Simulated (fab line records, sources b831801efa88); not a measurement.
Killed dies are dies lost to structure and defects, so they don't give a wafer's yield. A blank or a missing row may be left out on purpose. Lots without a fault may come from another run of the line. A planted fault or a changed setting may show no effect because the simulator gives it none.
Which tool did it? | flow sky130 | 11 lots, 33 wafers sampled, at 5 steps of a route of 708

WHAT THE GAUGES READ, wafer by wafer
SKY_SD_N_CD_MEAS_07: target cd 380 nm. Usual: cd_nm 379.8 nm, standard deviation 2.7.
lot  | measured     | on        | cd_nm (nm)        | flag
L507 | day 28 05:47 | cd_sem-02 | 382.1 380.7 381.5 |
L508 | day 28 20:07 | cd_sem-02 | 373.1 375.5 373.3 |
L509 | day 28 21:26 | cd_sem-01 | 377.5 375.2 377.5 |
L510 | day 28 22:45 | cd_sem-02 | 378.6 378.6 379.8 |
L511 | day 29 10:00 | cd_sem-01 | - - -             | OFF
L512 | day 30 00:34 | cd_sem-02 | 380.7 380.0 380.0 |
L517 | day 31 14:53 | cd_sem-01 | 380.7 378.9 381.6 |
L526 | day 34 04:47 | cd_sem-02 | 375.2 376.5 378.1 |
L527 | day 34 13:32 | cd_sem-02 | 381.9 379.4 380.9 |
L528 | day 35 11:35 | cd_sem-01 | 383.6 380.1 380.5 |
L530 | day 35 12:31 | cd_sem-01 | 386.0 387.1 387.7 |

SKY_SD_N_TW_MEAS_12. Usual: SD_N_TW 3970, standard deviation 32.
lot  | measured     | on            | SD_N_TW           | flag
L507 | day 28 06:20 | film_metro-03 | 4001 3980 3992    |
L508 | day 28 20:40 | film_metro-02 | 3989 4002 3980    |
L509 | day 28 21:59 | film_metro-04 | 3970 4000 3988    |
L510 | day 28 23:17 | film_metro-04 | 3996 4024 4004    |
L511 | day 29 10:32 | film_metro-02 | 30 29 29 30 29 29 | OFF
L512 | day 30 01:07 | film_metro-04 | 4008 3998 3998    |
L517 | day 31 15:28 | film_metro-04 | 3949 3968 3951    |
L526 | day 34 05:25 | film_metro-03 | 3997 3974 3955    |
L527 | day 34 14:06 | film_metro-03 | 3972 3965 3931    |
L528 | day 35 12:09 | film_metro-03 | 4002 4019 3992    |
L530 | day 35 13:04 | film_metro-03 | 4020 4004 3996    |

WHICH TOOL RAN EACH LOT (tool, then ch and the chambers of the sampled wafers, then the start)
lot  | SKY_POLY_CUT_ETCH_10               | SKY_POLY_CUT_ETCH_11               | SKY_SD_N_EXPOSE_04
L507 | rie_diel-04 ch 0,1,3, day 24 14:55 | rie_diel-04 ch 0,1,3, day 24 14:57 | iline_stepper-01 ch 0, day 27 15:39
L508 | rie_diel-02 ch 2,3, day 25 04:13   | rie_diel-02 ch 2,3, day 25 04:15   | iline_stepper-02 ch 0, day 28 06:33
L509 | rie_diel-02 ch 0,1,2, day 25 07:12 | rie_diel-02 ch 0,1,2, day 25 07:14 | iline_stepper-02 ch 0, day 28 07:37
L510 | rie_diel-04 ch 0,2,3, day 25 07:34 | rie_diel-04 ch 0,2,3, day 25 07:37 | iline_stepper-01 ch 0, day 28 09:01
L511 | rie_diel-02 ch 0,1, day 25 19:11   | rie_diel-02 ch 0,1, day 25 19:14   | iline_stepper-01 ch 0, day 28 19:50
L512 | rie_diel-02 ch 0,1,2, day 26 12:10 | rie_diel-02 ch 0,1,2, day 26 12:12 | iline_stepper-02 ch 0, day 29 10:47
L517 | rie_diel-04 ch 1,2, day 28 03:08   | rie_diel-04 ch 1,2, day 28 03:12   | iline_stepper-02 ch 0, day 31 01:06
L526 | rie_diel-02 ch 1,2,3, day 30 19:14 | rie_diel-02 ch 1,2,3, day 30 19:17 | iline_stepper-01 ch 0, day 33 15:29
L527 | rie_diel-01 ch 1,2, day 31 04:14   | rie_diel-01 ch 1,2, day 31 04:17   | iline_stepper-02 ch 0, day 34 00:35
L528 | rie_diel-02 ch 0,1,2, day 32 02:24 | rie_diel-02 ch 0,1,2, day 32 02:26 | iline_stepper-01 ch 0, day 34 21:49
L530 | rie_diel-02 ch 0,1,2, day 32 02:58 | rie_diel-02 ch 0,1,2, day 32 03:00 | iline_stepper-01 ch 0, day 34 22:23
- SKY_POLY_CUT_ETCH_10: etches BARC in N2/H2, stops on SiO2, time 45.9 s, target depth 60 nm.
- SKY_POLY_CUT_ETCH_11: etches Si3N4 in CF4/CH2F2/Ar, stops on poly-Si, time 42.5 s, target depth 60 nm.
- SKY_SD_N_EXPOSE_04: exposes mask NSDM, target cd 380 nm.

WHAT THE TOOLS THEMSELVES READ (means of the sampled wafers that have a number; where no wafer has one, the mark that the record gives instead)
SKY_POLY_CUT_ETCH_10. Usual: drypump_motor_current_A 5.5 A, standard deviation 0.48; oes_product_au 0.854 a.u., standard deviation 0.0045; throttle_valve_pct 13.226 %, standard deviation 0.009.
lot  | tool        | drypump_motor_current_A (A) | oes_product_au (a.u.) | throttle_valve_pct (%) | flag
L507 | rie_diel-04 | 5.5                         | 0.854                 | 13.223                 |
L508 | rie_diel-02 | 6.2                         | 0.856                 | 13.229                 |
L509 | rie_diel-02 | 5.5                         | 0.854                 | 13.232                 |
L510 | rie_diel-04 | 5.4                         | 0.853                 | 13.218                 |
L511 | rie_diel-02 | 5.1                         | 0.857                 | 13.230                 |
L512 | rie_diel-02 | 5.5                         | 0.859                 | 13.234                 |
L517 | rie_diel-04 | 5.3                         | 0.852                 | 13.204                 |
L526 | rie_diel-02 | 5.7                         | 0.852                 | 13.218                 |
L527 | rie_diel-01 | 5.7                         | 0.861                 | 13.230                 |
L528 | rie_diel-02 | 5.5                         | 0.854                 | 13.225                 |
L530 | rie_diel-02 | 5.5                         | 0.855                 | 13.220                 |

SKY_POLY_CUT_ETCH_11. Usual: ch2f2_flow_sccm 19.99 sccm, standard deviation 0.061; drypump_motor_current_A 5.5 A, standard deviation 0.48; oes_product_au 0.830 a.u., standard deviation 0.0064; throttle_valve_pct 14.994 %, standard deviation 0.01.
lot  | tool        | ch2f2_flow_sccm (sccm) | drypump_motor_current_A (A) | oes_product_au (a.u.) | throttle_valve_pct (%) | flag
L507 | rie_diel-04 | 20.00                  | 5.5                         | 0.834                 | 15.003                 |
L508 | rie_diel-02 | 19.98                  | 6.2                         | 0.830                 | 14.997                 |
L509 | rie_diel-02 | 20.02                  | 5.5                         | 0.835                 | 15.002                 |
L510 | rie_diel-04 | 19.99                  | 5.4                         | 0.830                 | 15.003                 |
L511 | rie_diel-02 | 20.00                  | 5.1                         | 0.820                 | 14.988                 |
L512 | rie_diel-02 | 20.03                  | 5.5                         | 0.830                 | 14.992                 |
L517 | rie_diel-04 | 19.93                  | 5.3                         | 0.833                 | 14.985                 |
L526 | rie_diel-02 | 19.97                  | 5.7                         | 0.835                 | 14.995                 |
L527 | rie_diel-01 | 19.98                  | 5.7                         | 0.828                 | 14.987                 |
L528 | rie_diel-02 | 19.93                  | 5.5                         | 0.832                 | 14.993                 |
L530 | rie_diel-02 | 19.94                  | 5.5                         | 0.826                 | 14.980                 |

THE ANSWER, worked out from the rows above alone
Rule: a lot is off if the mean of its wafers that have a number lies more than 3 standard deviations from the usual mean. A lot without any number at a reading at which 4 lots or more have one is off too. The other lots that the step has rows for count as sound. The gauges are gone through in route order, then the tools' own readings, and for those a lot's mean is taken as printed above. The first step at which some lot is off is used, and at that step the reading that is off furthest; a lot without a number counts as furthest.
Off: L511, at SKY_SD_N_CD_MEAS_07 (cd_nm). Without a number there: L511.
A tool fits if, at a process step before that reading, it ran every lot that is off, and no sound lot after the first of them. The gauges at SKY_SD_N_CD_MEAS_07 aren't tried: what is off there is off at SKY_SD_N_TW_MEAS_12 too, on other tools, and a gauge's error can't cause that. None of those tried fits.

WHAT THE SIMULATOR HAD PUT IN
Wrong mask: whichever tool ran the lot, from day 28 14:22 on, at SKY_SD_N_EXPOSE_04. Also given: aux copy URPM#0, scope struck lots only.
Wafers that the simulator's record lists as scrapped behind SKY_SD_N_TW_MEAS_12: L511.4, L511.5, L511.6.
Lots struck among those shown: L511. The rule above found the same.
